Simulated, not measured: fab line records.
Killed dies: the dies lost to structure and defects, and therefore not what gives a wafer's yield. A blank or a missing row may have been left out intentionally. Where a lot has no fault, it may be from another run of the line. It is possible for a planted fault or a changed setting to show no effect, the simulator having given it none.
fab line records	flow sky130
record lots=6	wafers=18	last_day=49
route steps=708 shown PWDE@53 NWELL@56 PAD_OPEN@708
lots that met no fault: taken from a fault-free run of the same line
start_h: hours from the record's first day to the start of the lot's first wafer shown	wait_h: hours since the lot's step before	" the same as in the row above	L1.1+2: a single row standing in for several wafers	- either no value or no given start	* or withheld: withheld	< > ~ a bound
route shown NAME@n: names a module that has steps shown in the file, with the first one's number in the route	usual: average and standard deviation across the fault-free wafers	same: alike in all rows	chamber/n: place in a boat	sites: each site's reading	_std_site: their standard deviation	_edge_site: mean of outer sites minus mean of inner sites	radius_mm: how far each site lies from the wafer's centre	mask NAME#n: copy n	behind: tool/chamber where the wafer was last shaped	hold: why the lot went on hold/how many hours it stayed there/how the hold came to an end	device: whichever transistor did not switch (one of n, p or np)	end of line: the route-end tests of the same wafers	step lacking rows: just its recipe	killed: at the first sort, the dies lost to defects and structure; wafer yield is something else	map: dies across one wafer; x = killed, . = not, _ = none there
set.NAME: setting as actually run; set.NAME@STEP: the setting as run at that earlier step	model.NAME: the simulator's own value behind a step, which no gauge read
a table for each step, a row for each wafer; lots at some steps of the route
services: when a tool's chamber went out of use (start_h, in hours from the record's first day, below 0 if earlier), for how many hours, and the reason
## steps
# step SKY_PWDE_IMPLANT_08
# recipe species=B	energy_kev=150	dose_cm2=3.6e+12	tilt_deg=withheld
# step SKY_PWDE_STRIP_09
# recipe chemistry=O2/N2	power_w=1400	pressure_mtorr=1500	platen_temp_c=withheld	o2_flow_sccm=3000	n2_flow_sccm=300	overash_fraction=0.5
# usual drypump_motor_current_A=5.9/0.39	oes_product_au=0.722/0.0049	strip_time_to_endpoint_s=36.94/0.1
lot.wafer	tool	chamber	start_h	wait_h	drypump_motor_current_A	oes_product_au	rf_hours_counter_h	strip_time_to_endpoint_s
L817.1	plasma_asher-03	1	75.96	0.1	6.1	0.726	26	36.92
L817.2	"	0	"	"	6.5	0.719	26	36.99
L817.3	"	0	"	"	6.5	0.716	-	36.88
L821.1	plasma_asher-04	0	98.30	0.1	6.1	0.727	41	36.92
L821.3	"	1	"	"	5.3	0.722	-	36.90
L821.4	"	0	"	"	6.0	0.727	-	36.89
L822.1	plasma_asher-03	0	110.60	0.1	6.5	0.729	30	36.76
L822.3	"	0	"	"	6.5	0.719	-	36.67
L822.5	"	1	"	"	6.1	0.718	-	36.71
L826.1	plasma_asher-03	1	126.46	0.1	6.0	0.718	31	36.77
L826.5	"	1	"	"	6.1	0.721	-	36.73
L826.6	"	0	"	"	6.5	0.725	-	36.71
L833.1	plasma_asher-03	1	159.54	0.1	6.0	0.728	35	36.99
L833.2	"	0	"	"	6.5	0.720	35	37.02
L833.6	"	0	"	"	6.5	0.721	-	37.02
L834.1	plasma_asher-03	0	168.21	0.1	6.5	0.721	36	37.04
L834.4	"	0	"	"	6.4	0.732	-	36.90
L834.5	"	1	"	"	6.0	0.717	-	36.95
# step SKY_PWDE_TW_MEAS_10
# usual PWDE_TW=376.7/2.4
lot.wafer	tool	chamber	start_h	wait_h	PWDE_TW
L817.1	film_metro-01	-	76.06	0.1	373.3
L817.2	"	-	"	"	374.2
L817.3	"	-	"	"	374.2
L821.1	film_metro-04	-	98.40	0.1	374.3
L821.3	"	-	"	"	374.6
L821.4	"	-	"	"	374.9
L822.1	film_metro-01	-	110.70	0.1	374.5
L822.3	"	-	"	"	373.6
L822.5	"	-	"	"	372.7
L826.1	film_metro-04	-	126.56	0.1	376.0
L826.5	"	-	"	"	375.1
L826.6	"	-	"	"	376.0
L833.1	film_metro-01	-	159.64	0.1	375.2
L833.2	"	-	"	"	377.0
L833.6	"	-	"	"	376.4
L834.1	film_metro-04	-	168.31	0.1	375.7
L834.4	"	-	"	"	376.7
L834.5	"	-	"	"	376.6
# step SKY_NWELL_DEHYDRATE_03
# recipe temp_c=200	time_s=60
# step SKY_NWELL_HMDS_04
# recipe prime_time_s=60	prime_temp_c=120
# step SKY_NWELL_COAT_05
# recipe spin_rpm=2000	resist_thk_nm=3000
# step SKY_NWELL_SOFTBAKE_06
# recipe temp_c=110	time_s=withheld
# step SKY_NWELL_EXPOSE_07
# recipe mask_id=NWM	na=0.6	source_shape=conventional	sigma_outer=0.6	polarization=unpolarized	target_cd_nm=840	dose_mj=255
# step SKY_NWELL_PEB_08
# recipe temp_c=115	time_s=withheld
# step SKY_NWELL_DEVELOP_09
# recipe wall_angle_deg=90	developer=TMAH	develop_time_s=60	dev_temp_c=23
# step SKY_NWELL_OVL_MEAS_10
# usual NWELL_00_OVL=-0.4/1.6
lot.wafer	tool	chamber	start_h	wait_h	NWELL_00_OVL[nm]
L817.1	overlay-01	-	91.08	-	-0.5
L817.2	"	-	"	"	-3.1
L817.3	"	-	"	"	-2.3
L821.1	overlay-02	-	115.91	-	-2.1
L821.3	"	-	"	"	-0.9
L821.4	"	-	"	"	-0.1
L822.1	overlay-01	-	129.41	-	-0.4
L822.3	"	-	"	"	4.1
L822.5	"	-	"	"	0.1
L826.1	overlay-01	-	145.06	-	2.2
L826.5	"	-	"	"	-0.6
L826.6	"	-	"	"	2.6
L833.1	overlay-02	-	179.98	-	0.1
L833.2	"	-	"	"	0.0
L833.6	"	-	"	"	0.1
L834.1	overlay-02	-	189.71	-	-1.3
L834.4	"	-	"	"	-0.8
L834.5	"	-	"	"	-2.6
# step SKY_NWELL_IMPLANT_11
# recipe species=P	energy_kev=400	dose_cm2=1.9e+13	tilt_deg=withheld
# step SKY_NWELL_IMPLANT_12
# recipe species=P	energy_kev=120	dose_cm2=1.3e+12	tilt_deg=withheld
# usual dose_ions_cm2=1.3004e+12/1.4e+09	faraday_current_uA=7.35/0.15
lot.wafer	tool	chamber	start_h	wait_h	dose_ions_cm2	faraday_current_uA
L817.1	implanter-02	0	91.27	0.1	1.3005e+12	7.33
L817.2	"	0	"	"	1.3021e+12	7.45
L817.3	"	0	"	"	1.3012e+12	7.26
L821.1	implanter-04	0	116.09	0.1	1.2988e+12	7.47
L821.3	"	0	"	"	1.3005e+12	7.35
L821.4	"	0	"	"	1.3002e+12	7.48
L822.1	implanter-03	0	129.59	0.1	1.3003e+12	7.48
L822.3	"	0	"	"	1.3022e+12	7.33
L822.5	"	0	"	"	1.3012e+12	7.57
L826.1	implanter-02	0	145.24	0.1	1.2978e+12	7.34
L826.5	"	0	"	"	1.2981e+12	7.31
L826.6	"	0	"	"	1.301e+12	7.29
L833.1	implanter-04	0	180.17	0.1	1.1914e+12	6.63
L833.2	"	0	"	"	1.1917e+12	7.02
L833.6	"	0	"	"	1.1892e+12	6.64
L834.1	implanter-04	0	189.89	0.1	1.1905e+12	6.83
L834.4	"	0	"	"	1.1907e+12	6.97
L834.5	"	0	"	"	1.1905e+12	6.45
# step SKY_NWELL_IMPLANT_13
# recipe species=P	energy_kev=50	dose_cm2=7e+11	tilt_deg=withheld
# step SKY_PAD_OPEN_PROBE_99
# usual killed_at_M0_to_M3=44/6.8	killed_at_M4_up=3.1/1.8	killed_at_contacts=25/5.2	killed_at_front_end=15/4.1	killed_at_other=0.3/0.62	killed_dies=88/9.4	killed_open=48/7.1	killed_short=40/6.1
# same gross_dies=492	killed_at_back_side=0
lot.wafer	tool	chamber	start_h	wait_h	killed_at_M0_to_M3	killed_at_M4_up	killed_at_contacts	killed_at_front_end	killed_at_other	killed_dies	killed_open	killed_short	model.etest.pfet_g5v0d10v5.off_log10_a_um	model.etest.pfet_01v8_lvt.off_log10_a_um	model.etest.pfet_g5v0d10v5.vt_sat_v	model.etest.pfet_16v.vt_v	model.etest.pfet_01v8_lvt.vt_sat_v	model.etest.pfet_g5v0d10v5.vt_long_v	model.etest.pfet_01v8_lvt.vt_v	model.etest.pfet_01v8_lvt.vt_long_v
L817.1	prober-02	-	1081.93	0.1	57	1	24	13	0	95	42	53	-12.63	-9.151	-0.6399	-1.111	-0.4543	-0.9394	-0.5443	-0.6628
L817.2	prober-02	-	1081.98	0.1	54	5	31	12	0	102	59	43	-12.85	-8.931	-0.6626	-1.12	-0.4542	-0.9558	-0.5483	-0.6665
L817.3	prober-02	-	1082.03	0.2	37	2	25	20	0	84	44	40	-12.6	-8.999	-0.6333	-1.123	-0.4584	-0.9524	-0.5516	-0.6657
L821.1	prober-02	-	1106.18	0.1	39	5	22	14	0	80	42	38	-12.04	-9.02	-0.6115	-1.096	-0.4437	-0.926	-0.5347	-0.6585
L821.3	prober-02	-	1106.28	0.2	50	4	28	14	0	96	60	36	-12.55	-9.023	-0.6122	-1.088	-0.4497	-0.9183	-0.5408	-0.6603
L821.4	prober-02	-	1106.33	0.2	46	5	23	9	1	84	43	41	-12.24	-8.808	-0.6103	-1.089	-0.4417	-0.9138	-0.5346	-0.6543
L822.1	prober-01	-	1116.80	0.1	36	2	21	23	0	82	49	33	-13.09	-9.348	-0.6852	-1.151	-0.462	-0.9794	-0.5488	-0.6672
L822.3	prober-01	-	1116.90	0.2	39	3	31	15	0	88	50	38	-13.2	-9.187	-0.7082	-1.15	-0.4528	-0.968	-0.5416	-0.6588
L822.5	prober-01	-	1117.00	0.2	40	1	20	13	0	74	39	35	-13.25	-9.226	-0.696	-1.148	-0.4649	-0.9758	-0.5497	-0.6646
L826.1	prober-01	-	1141.11	0.1	34	3	34	11	1	83	46	37	-12.81	-8.865	-0.6597	-1.112	-0.4342	-0.9353	-0.5254	-0.6441
L826.5	prober-01	-	1141.31	0.2	48	2	30	22	0	102	55	47	-12.66	-8.822	-0.6442	-1.099	-0.4321	-0.9292	-0.5252	-0.6421
L826.6	prober-01	-	1141.36	0.2	40	4	38	13	0	95	56	39	-12.68	-8.796	-0.646	-1.112	-0.4345	-0.9375	-0.526	-0.6438
L833.1	prober-02	-	1165.38	0.1	62	3	23	16	0	104	54	50	-12.34	-8.458	-0.6212	-1.077	-0.4137	-0.9139	-0.5107	-0.6363
L833.2	prober-02	-	1165.43	0.1	35	3	27	17	0	82	38	44	-12.26	-8.528	-0.6119	-1.074	-0.4097	-0.9097	-0.5074	-0.6361
L833.6	prober-02	-	1165.63	0.2	56	1	22	19	0	98	53	45	-12.24	-8.923	-0.6023	-1.076	-0.4204	-0.9113	-0.5146	-0.6433
L834.1	prober-01	-	1175.90	0.1	49	1	24	14	1	89	48	41	-12.44	-8.487	-0.6112	-1.077	-0.4016	-0.9039	-0.4983	-0.6227
L834.4	prober-01	-	1176.05	0.2	45	4	20	11	2	82	39	43	-12.14	-8.387	-0.5801	-1.056	-0.401	-0.8951	-0.4965	-0.6225
L834.5	prober-01	-	1176.10	0.2	53	6	22	18	0	99	53	46	-12.27	-8.511	-0.6114	-1.072	-0.4095	-0.9053	-0.5055	-0.6283
# killed by level:class
L817.1 VIA1:geometric_particle:open=13 VIA1:geometric_particle:short=10 CONTACT:geometric_particle:short=9 VIA2:geometric_particle:short=8 CONTACT:geometric_particle:open=7 METAL2:geometric_particle:short=7 POLY_GATE:geometric_particle:open=5 METAL1:geometric_particle:short=5
L817.2 VIA1:geometric_particle:open=19 CONTACT:geometric_particle:open=14 LI_CONTACT:geometric_particle:open=8 METAL2:geometric_particle:short=8 VIA2:geometric_particle:open=7 VIA1:geometric_particle:short=6 METAL4:geometric_particle:short=5 FIELD_ISO:geometric_particle:short=4
L817.3 CONTACT:geometric_particle:open=11 VIA1:geometric_particle:open=8 LI_CONTACT:geometric_particle:open=7 FIELD_ISO:geometric_particle:open=6 VIA1:geometric_particle:short=5 METAL2:geometric_particle:short=5 VIA3:geometric_particle:open=5 CONTACT:geometric_particle:short=4
L821.1 VIA1:geometric_particle:open=7 VIA3:geometric_particle:open=7 LI_CONTACT:geometric_particle:open=6 CONTACT:geometric_particle:short=6 LOCAL_INTERCONNECT:geometric_particle:short=6 VIA1:geometric_particle:short=6 METAL1:geometric_particle:short=5 METAL2:geometric_particle:short=5
L821.3 CONTACT:geometric_particle:open=12 VIA3:geometric_particle:open=11 VIA1:geometric_particle:open=10 VIA2:geometric_particle:open=10 VIA1:geometric_particle:short=8 FIELD_ISO:geometric_particle:short=5 LOCAL_INTERCONNECT:geometric_particle:short=5 FIELD_ISO:geometric_particle:open=4
L821.4 VIA1:geometric_particle:open=10 CONTACT:geometric_particle:open=8 METAL2:geometric_particle:short=7 LI_CONTACT:geometric_particle:open=6 METAL1:geometric_particle:short=6 METAL4:geometric_particle:short=5 VIA1:geometric_particle:short=5 VIA3:geometric_particle:open=5
L822.1 CONTACT:geometric_particle:open=8 FIELD_ISO:geometric_particle:open=7 LI_CONTACT:geometric_particle:open=7 METAL2:geometric_particle:short=7 VIA1:geometric_particle:open=6 VIA1:geometric_particle:short=6 POLY_GATE:geometric_particle:short=5 POLY_GATE:geometric_particle:open=5
L822.3 CONTACT:geometric_particle:open=10 VIA1:geometric_particle:open=10 LI_CONTACT:geometric_particle:open=9 VIA3:geometric_particle:open=7 LOCAL_INTERCONNECT:geometric_particle:short=6 FIELD_ISO:geometric_particle:short=5 FIELD_ISO:geometric_particle:open=4 VIA2:geometric_particle:open=4
L822.5 LI_CONTACT:geometric_particle:open=9 METAL1:geometric_particle:short=8 VIA1:geometric_particle:open=7 CONTACT:geometric_particle:open=6 FIELD_ISO:geometric_particle:short=5 VIA2:geometric_particle:short=5 VIA2:geometric_particle:open=5 VIA3:geometric_particle:open=5
L826.1 CONTACT:geometric_particle:open=10 LI_CONTACT:geometric_particle:open=9 CONTACT:geometric_particle:short=7 VIA1:geometric_particle:open=6 VIA2:geometric_particle:open=6 FIELD_ISO:geometric_particle:short=4 LOCAL_INTERCONNECT:geometric_particle:short=4 METAL2:geometric_particle:short=4
L826.5 LI_CONTACT:geometric_particle:open=9 VIA3:geometric_particle:open=8 VIA1:geometric_particle:open=8 CONTACT:geometric_particle:open=8 VIA2:geometric_particle:open=8 FIELD_ISO:geometric_particle:short=7 LOCAL_INTERCONNECT:geometric_particle:short=7 METAL1:geometric_particle:short=6
L826.6 CONTACT:geometric_particle:open=12 VIA1:geometric_particle:open=11 LI_CONTACT:geometric_particle:open=10 CONTACT:geometric_particle:short=8 LOCAL_INTERCONNECT:geometric_particle:short=6 VIA2:geometric_particle:open=5 VIA3:geometric_particle:open=5 VIA3:geometric_particle:short=4
L833.1 CONTACT:geometric_particle:open=15 VIA1:geometric_particle:open=14 METAL1:geometric_particle:short=10 VIA1:geometric_particle:short=8 VIA3:geometric_particle:open=8 POLY_GATE:geometric_particle:short=6 VIA2:geometric_particle:open=6 METAL3:geometric_particle:short=6
L833.2 LI_CONTACT:geometric_particle:open=8 CONTACT:geometric_particle:open=8 VIA1:geometric_particle:open=8 METAL1:geometric_particle:short=7 LOCAL_INTERCONNECT:geometric_particle:short=6 POLY_GATE:geometric_particle:open=4 POLY_GATE:geometric_particle:short=4 METAL2:geometric_particle:short=4
L833.6 VIA1:geometric_particle:open=16 METAL2:geometric_particle:short=8 VIA1:geometric_particle:short=7 VIA2:geometric_particle:open=7 VIA3:geometric_particle:open=7 LI_CONTACT:geometric_particle:short=6 LI_CONTACT:geometric_particle:open=6 CONTACT:geometric_particle:open=5
L834.1 VIA1:geometric_particle:open=13 LI_CONTACT:geometric_particle:open=7 CONTACT:geometric_particle:open=6 VIA2:geometric_particle:open=6 LOCAL_INTERCONNECT:geometric_particle:short=5 METAL1:geometric_particle:short=5 VIA1:geometric_particle:short=5 VIA3:geometric_particle:open=5
L834.4 METAL1:geometric_particle:short=10 VIA2:geometric_particle:open=7 LI_CONTACT:geometric_particle:open=6 VIA1:geometric_particle:open=6 VIA3:geometric_particle:open=6 VIA1:geometric_particle:short=5 POLY_GATE:geometric_particle:short=4 CONTACT:geometric_particle:open=4
L834.5 VIA1:geometric_particle:open=10 CONTACT:geometric_particle:open=9 METAL1:geometric_particle:short=9 VIA2:geometric_particle:open=8 VIA3:geometric_particle:open=6 VIA1:geometric_particle:short=5 METAL2:geometric_particle:short=5 FIELD_ISO:geometric_particle:open=4
## services
tool	chamber	start_h	hours	kind
plasma_asher-04	-	59.15	2.8	pm
plasma_asher-04	-	62.91	2.1	repair
implanter-04	-	89.64	1.8	repair
implanter-04	-	116.39	30.5	pm
implanter-04	-	150.60	4.2	repair
plasma_asher-04	-	158.49	7.1	repair
plasma_asher-04	-	165.04	4.0	repair
implanter-04	-	175.38	2.6	repair
implanter-02	-	181.94	1.7	repair
## key
first_sign step=SKY_NWELL_IMPLANT_12	reading=dose_ions_cm2	direction=down	sigmas=80	usual=*	struck=*
effect step=SKY_NWELL_IMPLANT_12	reading=faraday_current_uA	direction=down	sigmas=4.1	usual=7.35	struck=6.76
model_effect step=SKY_PAD_OPEN_PROBE_99	value=etest.pfet_g5v0d10v5.off_log10_a_um	without=-12.7	struck=-12.28
met_at SKY_NWELL_IMPLANT_12
struck_wafers L833.1,L833.2,L833.6,L834.1,L834.4,L834.5
tester_left_out L833,L834
onset_between 116.09 180.17
fault kind=process_parameter_drift	tool=implanter-04	chamber=-	onset_h=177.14	steps=SKY_NWELL_IMPLANT_12	channel=dose_cm2	offset=*	shape=step	end_h=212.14	acts_in=*	stated=*
# tester_left_out: of these lots the tester's yield and bins aren't shown, on N5 and GAA mostly nor the transistor test; their killed dies are dies lost to structure and defects alone, not to doping, threshold or leakage, so they don't give the yield
